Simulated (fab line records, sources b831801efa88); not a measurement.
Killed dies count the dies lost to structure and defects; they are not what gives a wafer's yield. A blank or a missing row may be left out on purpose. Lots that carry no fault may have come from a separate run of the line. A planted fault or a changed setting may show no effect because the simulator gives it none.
Check of tool commonality ; flow gf180mcu ; Sampled: 13 lots, 39 wafers

## WHAT PROMPTED THE OPENING
3 of 13 lots carry a flag on the reading SALICIDE_TIN_RS at GF_SALICIDE_RS_MEAS_04. Wafers without a fault read 16.4 ohm/sq, standard deviation 0.32.
Rule: a lot gets a flag if all its wafers with a number sit over 4 standard deviations from that mean, or if no wafer of it has a number. As for the other lots, they are considered sound.

lot;measured;on;SALICIDE_TIN_RS (ohm/sq), wafer by wafer;flag
L845;day 15 02:08;film_metro-04;16.0 16.2 16.5;
L847;day 15 22:54;film_metro-03;16.1 15.8 16.0;
L848;day 16 05:43;film_metro-01;16.6 16.4 16.6;
L850;day 16 18:40;film_metro-04;16.5 16.8 16.9;
L852;day 17 16:32;film_metro-03;16.7 15.9 16.0;
L853;day 18 01:55;film_metro-01;16.2 16.7 16.6;
L854;day 18 06:44;film_metro-03;8.3 8.5 8.6;FLAGGED
L856;day 19 03:52;film_metro-04;8.5 8.5 8.4;FLAGGED
L862;day 21 07:31;film_metro-01;8.4 8.6 8.5;FLAGGED
L863;day 21 23:40;film_metro-01;16.4 16.5 16.5;
L865;day 22 07:21;film_metro-04;16.7 16.2 16.2;
L866;day 22 12:10;film_metro-04;16.2 16.2 16.1;
L868;day 23 08:31;film_metro-04;16.4 16.2 16.3;
On average the flagged lots' numbers are 8.5 ohm/sq, which is -7.9 ohm/sq against the usual, or -25 standard deviations.

## EACH LOT AND THE TOOL IT RAN ON
The record holds 1 process step before the reading, out of a route of 602 steps. Every cell lists first the tool, next ch and the chambers used by the sampled wafers, and last the start.
lot;flag;GF_SALICIDE_SPUTTER_02
L845;;pvd_sputter-02, day 15 02:04
L847;;pvd_sputter-04, day 15 22:51
L848;;pvd_sputter-04, day 16 05:40
L850;;pvd_sputter-04, day 16 18:37
L852;;pvd_sputter-04, day 17 16:28
L853;;pvd_sputter-03, day 18 01:52
L854;FLAGGED;pvd_sputter-04, day 18 06:29
L856;FLAGGED;pvd_sputter-02, day 19 03:37
L862;FLAGGED;pvd_sputter-04, day 21 07:16
L863;;pvd_sputter-02, day 21 23:37
L865;;pvd_sputter-03, day 22 07:17
L866;;pvd_sputter-03, day 22 12:06
L868;;pvd_sputter-02, day 23 08:24
What the steps here do:
- GF_SALICIDE_SPUTTER_02: material Co, target thk 10 nm, time 20 s.
- GF_SALICIDE_RS_MEAS_04: measures by four-point-probe.

## FLAGGED OVER TOTAL, TOOL BY TOOL (the gauges that took the reading come last)
step;tool;lots run;flagged;share of the flagged lots;sound lots run after its first flagged lot
GF_SALICIDE_SPUTTER_02;pvd_sputter-02;4;1;some;2 (L863,L868)
GF_SALICIDE_SPUTTER_02;pvd_sputter-03;3;0;none;-
GF_SALICIDE_SPUTTER_02;pvd_sputter-04;6;2;some;0
GF_SALICIDE_RS_MEAS_04;film_metro-01;4;1;some;1 (L863)
GF_SALICIDE_RS_MEAS_04;film_metro-03;3;1;some;0
GF_SALICIDE_RS_MEAS_04;film_metro-04;6;1;some;3 (L865,L866,L868)

## WHAT THE TABLE ALLOWS
No row of the table ran every flagged lot.

## WHAT WAS PUT IN BY THE SIMULATOR
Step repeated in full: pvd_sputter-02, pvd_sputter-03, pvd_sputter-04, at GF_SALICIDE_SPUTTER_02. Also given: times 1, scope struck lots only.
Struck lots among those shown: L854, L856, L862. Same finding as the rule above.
